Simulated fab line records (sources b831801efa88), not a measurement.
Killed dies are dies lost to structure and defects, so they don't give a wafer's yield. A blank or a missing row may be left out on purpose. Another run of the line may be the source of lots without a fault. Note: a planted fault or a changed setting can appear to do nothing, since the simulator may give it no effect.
Which tool is to blame? | flow sky130 | 6 lots with 18 wafers sampled at 4 steps, on a route of 708 steps

WHAT EACH GAUGE READ, for each wafer
SKY_VIA1_BOW_MEAS_03.
lot  | measured     | on            | VIA1_BOW (um)
L727 | day 34 02:47 | film_metro-01 | 78 83 89
L731 | day 35 11:02 | film_metro-04 | 83 84 91
L735 | day 36 14:43 | film_metro-04 | 75 73 74
L737 | day 37 10:08 | film_metro-03 | 61 88 71
L740 | day 38 03:54 | film_metro-01 | 87 82 91
L744 | day 39 03:57 | film_metro-03 | 81 76 85

TOOL THAT RAN EACH LOT (tool first, then ch and the chambers of the sampled wafers, then the start)
lot  | SKY_SD_N_COAT_02                  | SKY_SD_N_STRIP_11                    | SKY_CONTACT_STRIP_19
L727 | litho_track-01 ch 0, day 28 16:24 | plasma_asher-04 ch 0,1, day 29 06:47 | plasma_asher-02 ch 0,1, day 32 22:07
L731 | litho_track-02 ch 0, day 30 01:10 | plasma_asher-01 ch 0,1, day 30 16:08 | plasma_asher-02 ch 0,1, day 34 05:35
L735 | litho_track-01 ch 0, day 31 06:28 | plasma_asher-01 ch 0,1, day 31 21:06 | plasma_asher-03 ch 0,1, day 35 09:17
L737 | litho_track-01 ch 0, day 32 01:24 | plasma_asher-03 ch 0,1, day 32 15:39 | plasma_asher-02 ch 0,1, day 36 05:05
L740 | litho_track-01 ch 0, day 32 21:51 | plasma_asher-04 ch 0,1, day 33 11:26 | plasma_asher-02 ch 0,1, day 36 23:04
L744 | litho_track-04 ch 0, day 33 21:19 | plasma_asher-03 ch 1, day 34 10:31   | plasma_asher-01 ch 0,1, day 37 22:50
- SKY_SD_N_COAT_02: resist thk 1140 nm.
- SKY_SD_N_STRIP_11: strips in O2/N2.
- SKY_CONTACT_STRIP_19: strips in O2/N2.

THE ANSWER, worked out from the rows above alone
Rule: what is usual is taken from the lots themselves. The widest of any qualifying gaps counts: lots, ordered by their means at a reading, are off when they make up no more than a third of the lots, leave a main group of 4 or more, and stand apart from it by 3 or more times the standard deviation of that group's means. The tables above print the reading to a certain number of digits; a main group whose means all agree to those digits is not used. A lot without any number at a reading at which 4 lots or more have one is off too. The other lots that the step has rows for count as sound.
No lot is off at any reading shown: from this, nothing can be told.

WHAT THE SIMULATOR PUT IN
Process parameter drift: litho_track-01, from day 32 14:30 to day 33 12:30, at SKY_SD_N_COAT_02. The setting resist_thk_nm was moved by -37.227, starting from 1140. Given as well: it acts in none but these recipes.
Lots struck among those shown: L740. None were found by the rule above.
